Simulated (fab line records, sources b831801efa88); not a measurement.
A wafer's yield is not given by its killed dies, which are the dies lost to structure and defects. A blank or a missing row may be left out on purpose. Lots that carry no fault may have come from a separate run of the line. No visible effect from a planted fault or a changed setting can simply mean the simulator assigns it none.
fab line records	flow gf180mcu
record: lots: 24	wafers: 72	last_day: 34
route steps=602 shown V1@337 M2@365 V2@384
lots untouched by any fault: they come from a run of this same line in which no faults occurred
start_h: start of the lot's first displayed wafer, in hours after the record's first day	wait_h: hours since the lot's step before	" the same as in the row above	L1.1+2: a single row standing in for several wafers	- no value, or no start was given	* or withheld: withheld	< > ~ a bound
route shown NAME@n: names a module that has steps shown in the file, with the first one's number in the route	usual: mean/standard deviation of fault-free wafers	same: alike in all rows	chamber/n: place in a boat	sites: per-site readings	_std_site: the standard deviation of these	_edge_site: inner sites' mean taken away from outer sites' mean	radius_mm: how far each site lies from the wafer's centre	mask NAME#n: copy n	behind: tool/chamber where the wafer was last shaped	hold: why the lot went on hold/how many hours it stayed there/how the hold came to an end	device: whichever transistor did not switch (one of n, p or np)	end of line: the route-end tests of the same wafers	a step without rows: its recipe alone	killed: dies that structure and defects cost at the first sort, which is not the same as the wafer's yield	map: shows each die of a wafer: x if killed, . if not, _ if none is there
set.NAME: the setting as run; set.NAME@STEP: as run at that earlier step	model.NAME: the simulator's own value behind a step, which no gauge read
one table for each step of the route and one row for each wafer, over a sample of lots
services: from which hour (start_h, from the record's first day; less than 0 if before it) a tool's chamber was out of use, for how many hours, and why
== steps ==
step: GF_V1_CVD_02
recipe: material: SiO2	target_thk_nm: 850	precursor: TEOS	temp_c: 400	time_s: 94.851	rf_w: 600
usual: heater_power_w: 639/90
lot.wafer	tool	chamber	start_h	wait_h	heater_power_w
L074.1	pecvd-01	0	393.13	0.1	602
L074.5	"	2	"	"	653
L074.6	"	0	"	"	652
L075.2	pecvd-03	0	399.11	0.0	662
L075.4	"	2	"	"	501
L075.5	"	1	"	"	836
L076.3	pecvd-01	1	411.36	0.0	593
L076.4	"	2	"	"	654
L076.5	"	0	"	"	642
L077.1	pecvd-01	2	414.46	0.1	602
L077.2	"	0	"	"	698
L077.6	"	1	"	"	496
L079.4	pecvd-01	0	434.73	0.1	545
L079.5	"	2	"	"	663
L079.6	"	1	"	"	629
L078.1	pecvd-02	0	438.37	0.1	521
L078.2	"	1	"	"	582
L078.3	"	2	"	"	758
L080.2	pecvd-03	1	443.21	0.0	767
L080.4	"	0	"	"	558
L080.5	"	2	"	"	587
L081.2	pecvd-02	0	451.80	0.0	580
L081.3	"	1	"	"	644
L081.6	"	1	"	"	672
L082.1	pecvd-02	0	460.38	0.1	492
L082.3	"	2	"	"	814
L082.5	"	1	"	"	543
L083.1	pecvd-01	0	478.42	0.1	620
L083.3	"	2	"	"	544
L083.5	"	1	"	"	637
L084.2	pecvd-01	1	486.04	0.0	607
L084.4	"	2	"	"	653
L084.5	"	1	"	"	648
L085.3	pecvd-03	2	495.28	0.0	632
L085.4	"	0	"	"	692
L085.6	"	1	"	"	815
L086.1	pecvd-01	2	497.53	0.1	576
L086.5	"	2	"	"	620
L086.6	"	0	"	"	648
L087.1	pecvd-03	1	513.41	0.1	812
L087.4	"	0	"	"	705
L087.5	"	2	"	"	635
L088.1	pecvd-01	0	521.49	0.1	662
L088.3	"	1	"	"	589
L088.4	"	1	"	"	629
L089.2	pecvd-02	0	530.84	0.0	515
L089.4	"	0	"	"	563
L089.5	"	1	"	"	607
L090.2	pecvd-01	2	531.14	0.0	652
L090.5	"	1	"	"	493
L090.6	"	2	"	"	510
L091.2	pecvd-02	2	542.20	0.0	730
L091.4	"	0	"	"	584
L091.6	"	1	"	"	634
L092.1	pecvd-01	0	549.88	0.1	573
L092.3	"	1	"	"	613
L092.6	"	0	"	"	619
L093.4	pecvd-01	2	555.71	0.1	605
L093.5	"	1	"	"	502
L093.6	"	0	"	"	640
L094.1	pecvd-03	2	568.30	0.1	573
L094.2	"	0	"	"	700
L094.3	"	1	"	"	799
L095.2	pecvd-02	1	569.14	0.0	573
L095.3	"	0	"	"	591
L095.4	"	0	"	"	604
L096.2	pecvd-03	1	578.99	0.0	792
L096.4	"	1	"	"	827
L096.6	"	2	"	"	577
L097.2	pecvd-03	2	582.61	0.0	641
L097.5	"	1	"	"	872
L097.6	"	2	"	"	514
step: GF_V1_ETCH_16
recipe: chemistry: N2/H2	target_depth_a: withheld	overetch_a: withheld	time_s: withheld	target: BARC	ion_energy_ev: 200	source_w: 500	bias_w: 100	pressure_mtorr: 30	n2_flow_sccm: 100	h2_flow_sccm: 200
usual: drypump_motor_current_A: 5.68/0.29	oes_product_au: 0.854/0.0053	throttle_valve_pct: 13.224/0.01
lot.wafer	tool	chamber	start_h	wait_h	drypump_motor_current_A	oes_product_au	throttle_valve_pct
L074.1	rie_diel-04	0	416.86	0.0	6.29	0.852	13.217
L074.5	"	2	"	"	5.48	0.845	13.216
L074.6	"	3	"	"	5.70	0.844	13.233
L075.2	rie_diel-01	0	423.07	0.0	6.46	0.844	13.210
L075.4	"	2	"	"	5.66	0.850	13.233
L075.5	"	0	"	"	6.50	0.847	13.234
L076.3	rie_diel-02	3	436.64	0.0	5.43	0.859	13.221
L076.4	"	0	"	"	5.53	0.853	13.229
L076.5	"	2	"	"	5.44	0.857	13.233
L077.1	rie_diel-02	1	438.67	0.0	5.82	0.848	13.226
L077.2	"	0	"	"	5.53	0.856	13.212
L077.6	"	1	"	"	5.84	0.850	13.232
L079.4	rie_diel-02	1	459.92	0.0	5.78	0.867	13.236
L079.5	"	0	"	"	5.53	0.848	13.214
L079.6	"	3	"	"	5.42	0.851	13.234
L078.1	rie_diel-01	3	463.64	0.0	5.52	0.864	13.232
L078.2	"	2	"	"	5.66	0.853	13.217
L078.3	"	1	"	"	5.93	0.856	13.213
L080.2	rie_diel-02	0	468.11	0.0	5.53	0.855	13.230
L080.4	"	1	"	"	5.83	0.850	13.238
L080.5	"	2	"	"	5.46	0.849	13.211
L081.2	rie_diel-02	3	476.92	0.0	5.42	0.861	13.227
L081.3	"	1	"	"	5.75	0.852	13.230
L081.6	"	3	"	"	5.45	0.857	13.222
L082.1	rie_diel-01	3	484.96	0.0	5.54	0.860	13.218
L082.3	"	1	"	"	5.93	0.851	13.227
L082.5	"	0	"	"	6.49	0.859	13.232
L083.1	rie_diel-02	1	502.81	0.0	5.82	0.855	13.227
L083.3	"	0	"	"	5.54	0.853	13.224
L083.5	"	2	"	"	5.42	0.852	13.195
L084.2	rie_diel-02	3	509.57	0.0	5.44	0.850	13.223
L084.4	"	2	"	"	5.42	0.863	13.224
L084.5	"	3	"	"	5.44	0.850	13.228
L085.3	rie_diel-04	1	518.92	0.0	5.70	0.852	13.232
L085.4	"	0	"	"	6.26	0.857	13.233
L085.6	"	1	"	"	5.69	0.848	13.230
L086.1	rie_diel-01	0	521.99	0.0	6.47	0.852	13.219
L086.5	"	2	"	"	5.66	0.850	13.231
L086.6	"	1	"	"	5.93	0.859	13.220
L087.1	rie_diel-04	2	536.82	0.0	5.52	0.858	13.219
L087.4	"	1	"	"	5.71	0.853	13.222
L087.5	"	1	"	"	5.69	0.851	13.224
L088.1	rie_diel-01	3	545.37	0.0	5.52	0.852	13.228
L088.3	"	0	"	"	6.49	0.868	13.210
L088.4	"	1	"	"	5.95	0.858	13.228
L089.2	rie_diel-04	3	554.12	0.0	5.73	0.857	13.223
L089.4	"	2	"	"	5.47	0.859	13.218
L089.5	"	0	"	"	6.26	0.848	13.225
L090.2	rie_diel-02	3	554.76	0.0	5.43	0.856	13.223
L090.5	"	0	"	"	5.52	0.856	13.218
L090.6	"	1	"	"	5.81	0.857	13.241
L091.2	rie_diel-02	1	565.56	0.0	5.80	0.851	13.222
L091.4	"	2	"	"	5.43	0.847	13.211
L091.6	"	3	"	"	5.43	0.862	13.225
L092.1	rie_diel-02	2	572.49	0.0	5.39	0.842	13.208
L092.3	"	0	"	"	5.52	0.856	13.225
L092.6	"	1	"	"	5.82	0.850	13.217
L093.4	rie_diel-02	3	578.53	0.0	5.42	0.852	13.235
L093.5	"	1	"	"	5.80	0.850	13.231
L093.6	"	0	"	"	5.54	0.857	13.226
L094.1	rie_diel-04	0	590.97	0.0	6.25	0.851	13.223
L094.2	"	1	"	"	5.70	0.865	13.217
L094.3	"	2	"	"	5.49	0.856	13.230
L095.2	rie_diel-01	2	591.74	0.0	5.66	0.858	13.227
L095.3	"	3	"	"	5.54	0.857	13.229
L095.4	"	1	"	"	5.93	0.852	13.225
L096.2	rie_diel-02	0	600.87	0.0	5.53	0.845	13.229
L096.4	"	3	"	"	5.42	0.848	13.225
L096.6	"	2	"	"	5.45	0.858	13.233
L097.2	rie_diel-04	3	603.99	0.0	5.69	0.855	13.229
L097.5	"	3	"	"	5.70	0.855	13.233
L097.6	"	2	"	"	5.45	0.850	13.220
step: GF_V1_STRIP_18
recipe: chemistry: O2/N2	power_w: 1400	pressure_mtorr: 1500	platen_temp_c: 250	o2_flow_sccm: 3000	n2_flow_sccm: 300	overash_fraction: 0.5
usual: drypump_motor_current_A: 5.7/0.42	heater_power_w: 333/20	oes_product_au: 0.593/0.0049	platen_temp_c: 249.97/0.16
lot.wafer	tool	chamber	start_h	wait_h	drypump_motor_current_A	heater_power_w	oes_product_au	platen_temp_c	rf_hours_counter_h
L074.1	plasma_asher-02	1	416.99	-	6.3	283	0.595	249.77	78
L074.5	"	0	"	"	6.3	300	0.592	250.33	-
L074.6	"	1	"	"	6.3	284	0.583	249.88	-
L075.2	plasma_asher-03	0	423.24	-	5.9	330	0.592	250.22	30
L075.4	"	1	"	"	5.6	350	0.592	250.15	-
L075.5	"	0	"	"	5.9	331	0.583	249.92	-
L076.3	plasma_asher-02	0	436.80	-	6.2	299	0.591	249.93	-
L076.4	"	1	"	"	6.3	295	0.590	250.34	-
L076.5	"	1	"	"	6.2	295	0.598	249.90	-
L077.1	plasma_asher-02	1	438.80	-	6.2	297	0.597	249.86	1
L077.2	"	0	"	"	6.3	310	0.589	249.94	1
L077.6	"	0	"	"	6.2	302	0.588	249.92	-
L079.4	plasma_asher-03	0	460.08	-	5.8	330	0.589	249.76	-
L079.5	"	1	"	"	5.6	351	0.593	250.25	-
L079.6	"	0	"	"	5.8	331	0.594	249.76	-
L078.1	plasma_asher-03	0	463.77	-	5.9	329	0.592	249.87	34
L078.2	"	1	"	"	5.6	352	0.595	250.07	34
L078.3	"	0	"	"	5.8	322	0.597	249.91	-
L080.2	plasma_asher-03	1	468.24	-	5.6	357	0.590	249.85	35
L080.4	"	0	"	"	5.9	334	0.602	250.13	-
L080.5	"	1	"	"	5.6	344	0.592	250.04	-
L081.2	plasma_asher-03	0	477.05	-	5.9	337	0.587	250.02	36
L081.3	"	1	"	"	5.6	355	0.597	249.75	-
L081.6	"	1	"	"	5.6	351	0.597	249.89	-
L082.1	plasma_asher-01	0	485.09	-	4.9	327	0.587	249.87	71
L082.3	"	1	"	"	5.7	360	0.586	250.25	-
L082.5	"	0	"	"	5.0	327	0.595	249.88	-
L083.1	plasma_asher-01	0	502.94	-	4.9	320	0.592	249.71	74
L083.3	"	1	"	"	5.7	359	0.584	250.22	-
L083.5	"	0	"	"	4.9	322	0.591	250.09	-
L084.2	plasma_asher-01	1	509.70	-	5.7	352	0.584	250.05	75
L084.4	"	0	"	"	5.0	329	0.589	249.97	-
L084.5	"	0	"	"	5.0	336	0.599	250.02	-
L085.3	plasma_asher-03	1	519.08	-	5.6	344	0.601	249.87	-
L085.4	"	0	"	"	5.9	325	0.592	249.82	-
L085.6	"	1	"	"	5.6	355	0.589	249.82	-
L086.1	plasma_asher-01	0	522.12	-	5.0	326	0.596	250.18	76
L086.5	"	1	"	"	5.7	361	0.583	249.78	-
L086.6	"	0	"	"	5.0	329	0.602	249.90	-
L087.1	plasma_asher-01	1	536.94	-	5.7	357	0.589	249.88	78
L087.4	"	0	"	"	5.0	324	0.594	249.95	-
L087.5	"	0	"	"	5.0	322	0.599	249.93	-
L088.1	plasma_asher-02	0	545.49	-	6.3	315	0.597	250.00	13
L088.3	"	1	"	"	6.2	286	0.590	249.97	-
L088.4	"	0	"	"	6.3	306	0.597	249.93	-
L089.2	plasma_asher-01	0	554.24	-	5.0	319	0.588	249.88	79
L089.4	"	1	"	"	5.7	353	0.594	250.14	-
L089.5	"	0	"	"	5.0	322	0.597	249.97	-
L090.2	plasma_asher-03	0	554.89	-	5.9	323	0.589	249.94	41
L090.5	"	0	"	"	5.9	329	0.591	250.02	-
L090.6	"	1	"	"	5.6	348	0.597	249.99	-
L091.2	plasma_asher-03	1	565.69	-	5.6	357	0.595	250.09	43
L091.4	"	0	"	"	5.9	333	0.594	250.07	-
L091.6	"	0	"	"	5.9	325	0.594	250.21	-
L092.1	plasma_asher-03	1	572.62	-	5.6	338	0.598	249.85	44
L092.3	"	1	"	"	5.6	347	0.593	250.22	-
L092.6	"	0	"	"	5.9	333	0.595	249.81	-
L093.4	plasma_asher-01	1	578.69	-	5.7	343	0.592	249.94	-
L093.5	"	1	"	"	5.7	349	0.587	249.75	-
L093.6	"	0	"	"	5.0	329	0.589	250.03	-
L094.1	plasma_asher-01	1	591.09	-	5.7	345	0.584	250.06	83
L094.2	"	0	"	"	5.0	319	0.584	249.88	83
L094.3	"	0	"	"	4.9	317	0.596	249.95	-
L095.2	plasma_asher-03	1	591.87	-	5.6	348	0.587	249.92	46
L095.3	"	0	"	"	5.9	333	0.586	249.93	-
L095.4	"	1	"	"	5.6	350	0.592	250.17	-
L096.2	plasma_asher-01	0	600.99	-	4.9	328	0.596	249.97	84
L096.4	"	0	"	"	5.0	326	0.586	249.95	-
L096.6	"	0	"	"	5.0	321	0.591	249.86	-
L097.2	plasma_asher-01	1	604.12	-	5.7	355	0.590	249.71	85
L097.5	"	0	"	"	5.0	339	0.598	250.23	-
L097.6	"	1	"	"	5.7	353	0.600	249.99	-
step: GF_M2_SPUTTER_03
recipe: material: Ti	target_thk_nm: 10	substrate_temp_c: 300	chamber_pressure_pa: 0.3	power_w: 3000	time_s: 6.7
usual: substrate_temp_c: 300.00/0.19	throttle_valve_pct: 29.5/0.9
lot.wafer	tool	chamber	start_h	wait_h	substrate_temp_c	throttle_valve_pct
L074.1	pvd_sputter-02	-	418.50	0.0	299.93	28.1
L074.5	"	-	"	"	299.88	29.3
L074.6	"	-	"	"	300.00	28.5
L075.2	pvd_sputter-04	-	424.66	0.0	299.93	29.5
L075.4	"	-	"	"	300.18	30.1
L075.5	"	-	"	"	299.98	28.3
L076.3	pvd_sputter-03	-	438.16	0.0	300.00	29.4
L076.4	"	-	"	"	299.88	30.7
L076.5	"	-	"	"	299.79	30.7
L077.1	pvd_sputter-04	-	440.22	0.0	300.03	29.7
L077.2	"	-	"	"	300.00	29.8
L077.6	"	-	"	"	299.91	28.2
L079.4	pvd_sputter-02	-	461.48	0.0	300.00	29.0
L079.5	"	-	"	"	299.99	28.3
L079.6	"	-	"	"	300.18	30.6
L078.1	pvd_sputter-03	-	465.19	0.0	300.07	29.0
L078.2	"	-	"	"	299.74	29.8
L078.3	"	-	"	"	300.12	30.3
L080.2	pvd_sputter-04	-	469.66	0.0	300.00	29.5
L080.4	"	-	"	"	299.74	28.9
L080.5	"	-	"	"	300.12	29.9
L081.2	pvd_sputter-02	-	478.43	0.0	299.78	28.2
L081.3	"	-	"	"	300.12	28.6
L081.6	"	-	"	"	299.95	29.1
L082.1	pvd_sputter-03	-	486.48	0.0	299.75	31.2
L082.3	"	-	"	"	299.82	29.4
L082.5	"	-	"	"	300.13	28.9
L083.1	pvd_sputter-04	-	504.36	0.0	299.93	28.1
L083.3	"	-	"	"	299.77	30.0
L083.5	"	-	"	"	300.09	29.6
L084.2	pvd_sputter-02	-	511.08	0.0	300.18	30.6
L084.4	"	-	"	"	299.99	29.1
L084.5	"	-	"	"	299.85	29.1
L085.3	pvd_sputter-02	-	520.46	0.0	300.02	30.7
L085.4	"	-	"	"	300.07	29.5
L085.6	"	-	"	"	300.00	30.6
L086.1	pvd_sputter-03	-	523.50	0.0	300.07	31.3
L086.5	"	-	"	"	300.30	31.6
L086.6	"	-	"	"	299.73	30.8
L087.1	pvd_sputter-02	-	538.33	0.0	299.80	29.5
L087.4	"	-	"	"	300.16	30.4
L087.5	"	-	"	"	299.99	30.5
L088.1	pvd_sputter-04	-	546.91	0.0	299.92	28.4
L088.3	"	-	"	"	299.98	28.7
L088.4	"	-	"	"	300.36	29.7
L089.2	pvd_sputter-02	-	555.63	0.0	299.77	29.5
L089.4	"	-	"	"	300.34	30.7
L089.5	"	-	"	"	300.03	28.5
L090.2	pvd_sputter-04	-	556.30	0.0	300.06	29.9
L090.5	"	-	"	"	299.93	29.7
L090.6	"	-	"	"	300.28	29.6
L091.2	pvd_sputter-02	-	567.07	0.0	299.69	29.0
L091.4	"	-	"	"	300.31	29.3
L091.6	"	-	"	"	299.82	28.6
L092.1	pvd_sputter-04	-	574.93	0.0	299.82	28.3
L092.3	"	-	"	"	300.21	29.7
L092.6	"	-	"	"	299.50	28.4
L093.4	pvd_sputter-02	-	580.05	0.0	299.88	29.5
L093.5	"	-	"	"	299.84	29.1
L093.6	"	-	"	"	299.80	29.8
L094.1	pvd_sputter-03	-	592.97	0.0	300.10	29.2
L094.2	"	-	"	"	300.03	29.3
L094.3	"	-	"	"	299.98	31.4
L095.2	pvd_sputter-04	-	593.28	0.0	299.48	28.4
L095.3	"	-	"	"	300.24	29.8
L095.4	"	-	"	"	299.72	28.5
L096.2	pvd_sputter-02	-	602.39	0.0	300.19	29.5
L096.4	"	-	"	"	300.03	29.1
L096.6	"	-	"	"	300.42	28.9
L097.2	pvd_sputter-03	-	605.50	0.0	300.12	29.0
L097.5	"	-	"	"	299.84	30.8
L097.6	"	-	"	"	300.15	29.0
step: GF_M2_RS_MEAS_05
recipe: thk_meas_gauge: four-point-probe	reads: TiN_of_M2_SPUTTER_04+Ti_of_M2_SPUTTER_03+AlCu_of_M2_SPUTTER_02+TiN_of_M2_SPUTTER_01+Ti_of_M2_SPUTTER_00
usual: M2_ALCU_RS: 0.0690/0.0009
lot.wafer	tool	chamber	start_h	wait_h	M2_ALCU_RS[ohm/sq]
L074.1	film_metro-01	-	418.56	0.0	0.0684
L074.5	"	-	"	"	0.0680
L074.6	"	-	"	"	0.0685
L075.2	film_metro-01	-	424.74	0.0	0.0702
L075.4	"	-	"	"	0.0688
L075.5	"	-	"	"	0.0695
L076.3	film_metro-02	-	438.26	0.1	0.0692
L076.4	"	-	"	"	0.0690
L076.5	"	-	"	"	0.0691
L077.1	film_metro-01	-	440.28	0.0	0.0680
L077.2	"	-	"	"	0.0693
L077.6	"	-	"	"	0.0686
L079.4	film_metro-01	-	461.60	0.1	0.0677
L079.5	"	-	"	"	0.0679
L079.6	"	-	"	"	0.0674
L078.1	film_metro-04	-	465.26	0.0	0.0685
L078.2	"	-	"	"	0.0685
L078.3	"	-	"	"	0.0674
L080.2	film_metro-01	-	469.74	0.0	0.0695
L080.4	"	-	"	"	0.0709
L080.5	"	-	"	"	0.0698
L081.2	film_metro-02	-	478.51	0.0	0.0684
L081.3	"	-	"	"	0.0691
L081.6	"	-	"	"	0.0685
L082.1	film_metro-01	-	486.54	0.0	0.0697
L082.3	"	-	"	"	0.0691
L082.5	"	-	"	"	0.0699
L083.1	film_metro-04	-	504.42	0.0	0.0703
L083.3	"	-	"	"	0.0698
L083.5	"	-	"	"	0.0697
L084.2	film_metro-01	-	511.16	0.0	0.0677
L084.4	"	-	"	"	0.0678
L084.5	"	-	"	"	0.0681
L085.3	film_metro-01	-	520.56	0.1	0.0677
L085.4	"	-	"	"	0.0695
L085.6	"	-	"	"	0.0681
L086.1	film_metro-01	-	523.56	0.0	0.0687
L086.5	"	-	"	"	0.0693
L086.6	"	-	"	"	0.0679
L087.1	film_metro-01	-	538.39	0.0	0.0689
L087.4	"	-	"	"	0.0683
L087.5	"	-	"	"	0.0686
L088.1	film_metro-02	-	546.97	0.0	0.0693
L088.3	"	-	"	"	0.0700
L088.4	"	-	"	"	0.0700
L089.2	film_metro-02	-	555.71	0.0	0.0690
L089.4	"	-	"	"	0.0693
L089.5	"	-	"	"	0.0685
L090.2	film_metro-04	-	556.38	0.0	0.0692
L090.5	"	-	"	"	0.0685
L090.6	"	-	"	"	0.0692
L091.2	film_metro-01	-	567.15	0.0	0.0684
L091.4	"	-	"	"	0.0684
L091.6	"	-	"	"	0.0678
L092.1	film_metro-04	-	574.99	0.0	0.0702
L092.3	"	-	"	"	0.0695
L092.6	"	-	"	"	0.0698
L093.4	film_metro-04	-	580.23	0.1	0.0697
L093.5	"	-	"	"	0.0696
L093.6	"	-	"	"	0.0700
L094.1	film_metro-02	-	593.04	0.0	0.0692
L094.2	"	-	"	"	0.0688
L094.3	"	-	"	"	0.0689
L095.2	film_metro-01	-	593.36	0.0	0.0702
L095.3	"	-	"	"	0.0696
L095.4	"	-	"	"	0.0698
L096.2	film_metro-04	-	602.47	0.0	0.0692
L096.4	"	-	"	"	0.0689
L096.6	"	-	"	"	0.0686
L097.2	film_metro-04	-	605.58	0.0	0.0690
L097.5	"	-	"	"	0.0681
L097.6	"	-	"	"	0.0693
step: GF_V2_CVD_02
recipe: material: SiO2	target_thk_nm: 850	precursor: TEOS	temp_c: 400	time_s: 94.851	rf_w: 600
usual: heater_power_w: 648/100
lot.wafer	tool	chamber	start_h	wait_h	heater_power_w
L074.1	pecvd-04	2	444.02	0.1	855
L074.5	"	1	"	"	604
L074.6	"	0	"	"	771
L075.2	pecvd-01	2	450.18	0.0	589
L075.4	"	2	"	"	606
L075.5	"	0	"	"	540
L076.3	pecvd-01	2	463.61	0.0	569
L076.4	"	1	"	"	602
L076.5	"	2	"	"	601
L077.1	pecvd-04	1	465.78	0.1	584
L077.2	"	2	"	"	867
L077.6	"	1	"	"	616
L079.4	pecvd-02	2	487.00	0.1	789
L079.5	"	0	"	"	592
L079.6	"	1	"	"	693
L078.1	pecvd-04	2	490.50	0.1	895
L078.2	"	0	"	"	800
L078.3	"	1	"	"	534
L080.2	pecvd-01	0	494.84	0.0	574
L080.4	"	2	"	"	507
L080.5	"	0	"	"	635
L081.2	pecvd-01	1	507.53	0.0	591
L081.3	"	2	"	"	544
L081.6	"	2	"	"	607
L082.1	pecvd-02	1	510.73	0.1	555
L082.3	"	2	"	"	777
L082.5	"	0	"	"	617
L083.1	pecvd-01	0	529.02	0.1	565
L083.3	"	1	"	"	633
L083.5	"	1	"	"	508
L084.2	pecvd-02	0	534.94	0.0	578
L084.4	"	0	"	"	605
L084.5	"	2	"	"	832
L085.3	pecvd-04	1	543.43	0.0	534
L085.4	"	0	"	"	797
L085.6	"	2	"	"	776
L086.1	pecvd-01	2	547.15	0.1	575
L086.5	"	1	"	"	516
L086.6	"	2	"	"	612
L087.1	pecvd-01	1	561.94	0.1	597
L087.4	"	1	"	"	614
L087.5	"	0	"	"	631
L088.1	pecvd-02	0	570.63	0.1	615
L088.3	"	2	"	"	795
L088.4	"	2	"	"	660
L089.2	pecvd-04	1	578.90	0.0	536
L089.4	"	1	"	"	558
L089.5	"	0	"	"	644
L090.2	pecvd-02	2	580.04	0.0	784
L090.5	"	2	"	"	804
L090.6	"	1	"	"	612
L091.2	pecvd-02	2	590.26	0.0	782
L091.4	"	1	"	"	553
L091.6	"	2	"	"	824
L092.1	pecvd-01	0	597.48	0.1	603
L092.3	"	2	"	"	613
L092.6	"	2	"	"	637
L093.4	pecvd-02	1	603.08	0.1	539
L093.5	"	2	"	"	819
L093.6	"	0	"	"	482
L094.1	pecvd-04	0	614.64	0.1	804
L094.2	"	1	"	"	505
L094.3	"	2	"	"	834
L095.2	pecvd-02	1	614.96	0.0	700
L095.3	"	0	"	"	538
L095.4	"	2	"	"	797
L096.2	pecvd-04	1	624.02	0.0	504
L096.4	"	2	"	"	714
L096.6	"	0	"	"	760
L097.2	pecvd-04	2	627.19	0.0	750
L097.5	"	0	"	"	645
L097.6	"	1	"	"	585
== services ==
tool	chamber	start_h	hours	kind
pvd_sputter-04	-	371.38	35.5	repair
plasma_asher-03	-	372.67	2.8	pm
plasma_asher-03	-	378.16	23.1	repair
plasma_asher-01	-	382.27	0.7	repair
plasma_asher-03	-	392.94	1.7	repair
pvd_sputter-02	-	403.47	1.9	repair
plasma_asher-01	-	421.63	2.0	repair
plasma_asher-01	-	424.77	0.7	repair
pecvd-02	2	428.32	4.3	repair
pvd_sputter-02	-	435.18	9.1	repair
pecvd-04	-	452.52	2.8	pm
pvd_sputter-02	-	467.07	4.9	repair
plasma_asher-03	-	476.03	0.3	repair
rie_diel-02	-	478.33	2.8	pm
plasma_asher-03	-	484.29	28.1	pm
pecvd-02	-	490.84	6.0	pm
rie_diel-02	2	493.54	9.2	repair
rie_diel-02	-	501.83	0.9	repair
rie_diel-02	1	541.44	3.1	repair
plasma_asher-01	-	555.87	5.8	repair
rie_diel-02	2	579.92	3.2	repair
pecvd-02	-	604.17	1.0	repair
pecvd-01	-	614.37	6.0	pm
pvd_sputter-02	-	616.88	3.5	repair
== key ==
fault none
